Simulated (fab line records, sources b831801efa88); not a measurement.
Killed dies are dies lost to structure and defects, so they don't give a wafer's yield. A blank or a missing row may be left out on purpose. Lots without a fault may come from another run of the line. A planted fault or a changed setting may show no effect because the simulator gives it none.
A struck lot beside a sound one | flow sky130 | 15 steps out of a route of 708
Sound: wafers L276.1, L276.5, L276.6. Struck: wafers L278.1, L278.3. (L278.4 of the same lot was not struck and is left out.) The cause comes at the end.
At each step with rows: each side's tool, then ch and its chambers, then its first start. Under that, the readings that differ: sound wafers | struck wafers | difference of the means | sigmas: that difference in standard deviations of wafers without a fault.
alike: readings whose means differ by less than 2 such deviations, and words and numbers that are the same on both sides. not compared: withheld readings, readings that some wafer has no value for, bounds like >300 that may hide the same value, and numbers for which the record gives no deviation and whose values overlap.
The two part at a step that has a row with sigmas, a row that says differs or no value, or rows on one side only. Numbers that don't overlap but have no deviation are shown without sigmas and don't part them. A reading that every wafer of one side lacks parts them only if that side has two wafers or more.

SKY_VIA3_STRIP_16: strips in O2/N2.
  sound on plasma_asher-03 ch 0,1, day 41 23:31; struck on plasma_asher-01 ch 0,1, day 42 18:01
  alike: drypump_motor_current_A, oes_product_au, strip_time_to_endpoint_s
  not compared: rf_hours_counter_h
then, 3 steps without rows for these wafers: SKY_VIA3_STRIP_17 (strips in post etch residue remover, time 1200 s); SKY_VIA3_CLEAN_18 (cleans in IPA, time 180 s); SKY_VIA3_CLEAN_19 (cleans in O3/DIW).
SKY_VIA3_SPUTTER_20: material TiN, target thk 20 nm, time 80 s.
  sound on pvd_sputter-03, day 42 00:07; struck on pvd_sputter-01, day 42 18:38
  alike: throttle_valve_pct
then, 1 step without rows for these wafers: SKY_VIA3_CVD_21 (deposits W, target thk 390 nm, time 117.31 s).
SKY_VIA3_RS_MEAS_22: measures by four-point-probe.
  sound on film_metro-04, day 42 00:17; struck on film_metro-01, day 42 18:49
  alike: VIA3_W_RS
SKY_VIA3_THK_MEAS_23: measures by xrf.
  sound on film_metro-04, day 42 00:25; struck on film_metro-01, day 42 18:56
  alike: VIA3_W_THK
SKY_VIA3_CMP_24: polishes, stops on SiO2, t overpolish 20 s, target thk 0 nm.
  sound on cmp-01 ch 0,1,3, day 42 00:34; struck on cmp-02 ch 1,2, day 42 19:06
  alike: motor_current_A, overpolish_run_s, time_to_endpoint_s
then, 1 step without rows for these wafers: SKY_METAL4_SPUTTER_00 (material Ti, target thk 15 nm, time 10 s).
SKY_METAL4_SPUTTER_01: material TiN, target thk 20 nm, time 16.7 s.
  sound on pvd_sputter-01, day 42 00:48; struck on pvd_sputter-02, day 42 19:25
  alike: throttle_valve_pct
then, 1 step without rows for these wafers: SKY_METAL4_SPUTTER_02 (material AlCu, target thk 735 nm, time 39.1 s).
SKY_METAL4_SPUTTER_03: material Ti, target thk 5 nm, time 3.3 s.
  sound on pvd_sputter-01, day 42 00:52; struck on pvd_sputter-02, day 42 19:29
  reading                                   | sound             | struck      | difference | sigmas
  model.Ti_of_METAL4_SPUTTER_03.thk_nm (nm) | 5.146 5.068 5.133 | 2.259 1.982 | -2.995     |
  alike: throttle_valve_pct
SKY_METAL4_SPUTTER_04: material TiN, target thk 70 nm, time 58.3 s.
  sound on pvd_sputter-01, day 42 00:53; struck on pvd_sputter-02, day 42 19:30
  alike: throttle_valve_pct
SKY_PAD_OPEN_PROBE_99:
  the record has rows for the sound wafers here (prober-02, day 47 16:55) and none for the struck ones

WHERE THEY PART
Only at SKY_PAD_OPEN_PROBE_99, within this record.

WHY: what the simulator had put in
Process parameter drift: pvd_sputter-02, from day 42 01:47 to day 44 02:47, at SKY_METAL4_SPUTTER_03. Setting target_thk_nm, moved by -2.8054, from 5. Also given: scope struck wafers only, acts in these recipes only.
